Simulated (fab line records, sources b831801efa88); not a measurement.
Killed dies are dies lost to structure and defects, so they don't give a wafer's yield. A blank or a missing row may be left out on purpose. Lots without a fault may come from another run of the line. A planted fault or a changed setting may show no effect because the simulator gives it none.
Chamber matching | flow gf180mcu | GF_V5_CMP_26 on cmp-01: 4 sister chambers
The step polishes, stops on SiO2, t overpolish 15 s, target thk 0 nm. 18 wafers are shown with their chamber, then 9 later ones without.

WAFERS WITH THEIR CHAMBER
wafer  | chamber | motor_current_A (A) | head_pressure_psi (psi) | overpolish_run_s (s)
L557.1 | 1       | 11.1                | 3.511                   | 14.995
L557.2 | 2       | 11.1                | 3.493                   | 15.017
L557.3 | 3       | 9.5                 | 3.490                   | 14.995
L558.2 | 1       | 10.2                | 3.495                   | 15.001
L558.3 | 3       | 9.5                 | 3.491                   | 15.005
L558.5 | 0       | 10.5                | 3.499                   | 14.994
L559.1 | 0       | 11.2                | 3.501                   | 15.008
L559.2 | 2       | 11.1                | 3.499                   | 15.004
L559.4 | 3       | 9.0                 | 3.480                   | 15.002
L562.3 | 0       | 10.7                | 3.504                   | 15.000
L562.4 | 2       | 11.0                | 3.511                   | 15.008
L562.6 | 2       | 10.8                | 3.504                   | 15.002
L563.4 | 0       | 10.2                | 3.507                   | 14.982
L563.5 | 2       | 11.2                | 3.499                   | 14.985
L563.6 | 1       | 10.7                | 3.492                   | 15.007
L564.2 | 0       | 10.7                | 3.504                   | 15.001
L564.3 | 1       | 10.8                | 3.492                   | 14.995
L564.4 | 2       | 11.2                | 3.484                   | 15.007

SIGNATURES (means of the wafers above)
reading           | chamber 0 | chamber 1 | chamber 2 | chamber 3 | scatter within a chamber
motor_current_A   | 10.660    | 10.700    | 11.067    | 9.333     | 0.297
head_pressure_psi | 3.50300   | 3.49750   | 3.49833   | 3.48700   | 0.0075
overpolish_run_s  | 14.99700  | 14.99950  | 15.00383  | 15.00067  | 0.00883
Rule: a wafer's distance from a chamber is the root of the sum, over the readings, of the square of ((its reading less the chamber's mean) divided by the reading's scatter). The wafer belongs to the nearest chamber; if the next one is less than 2 further off, it can't be placed. The scatter: the root of (the sum of the squares of (reading less its chamber's mean) over the shown wafers, divided by (wafers less chambers)).

WAFERS WITHOUT THEIR CHAMBER
wafer  | motor_current_A (A) | head_pressure_psi (psi) | overpolish_run_s (s)
L565.1 | 10.6                | 3.503                   | 14.983
L565.4 | 10.2                | 3.500                   | 14.994
L565.6 | 10.6                | 3.496                   | 14.981
L566.1 | 11.0                | 3.496                   | 15.000
L566.3 | 10.8                | 3.498                   | 15.015
L566.6 | 11.0                | 3.487                   | 14.986
L568.2 | 11.1                | 3.485                   | 14.991
L568.3 | 11.2                | 3.495                   | 15.009
L568.6 | 10.6                | 3.495                   | 15.007

WHICH CHAMBER EACH WENT THROUGH
wafer  | from the rows above               | in truth
L565.1 | can't be placed: 0 or 1 or 2      | 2
L565.4 | can't be placed: 0 or 1 or 2 or 3 | 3
L565.6 | can't be placed: 0 or 1 or 2      | 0
L566.1 | can't be placed: 2 or 1 or 0      | 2
L566.3 | can't be placed: 2 or 1 or 0      | 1
L566.6 | can't be placed: 1 or 2 or 0      | 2
L568.2 | can't be placed: 2 or 1 or 0      | 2
L568.3 | can't be placed: 2 or 1 or 0      | 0
L568.6 | can't be placed: 1 or 0 or 2      | 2
Placed correctly: 0 of 9. Can't be placed from these rows: 9 (the true chamber is among the candidates in 9). Placed wrongly: 0.
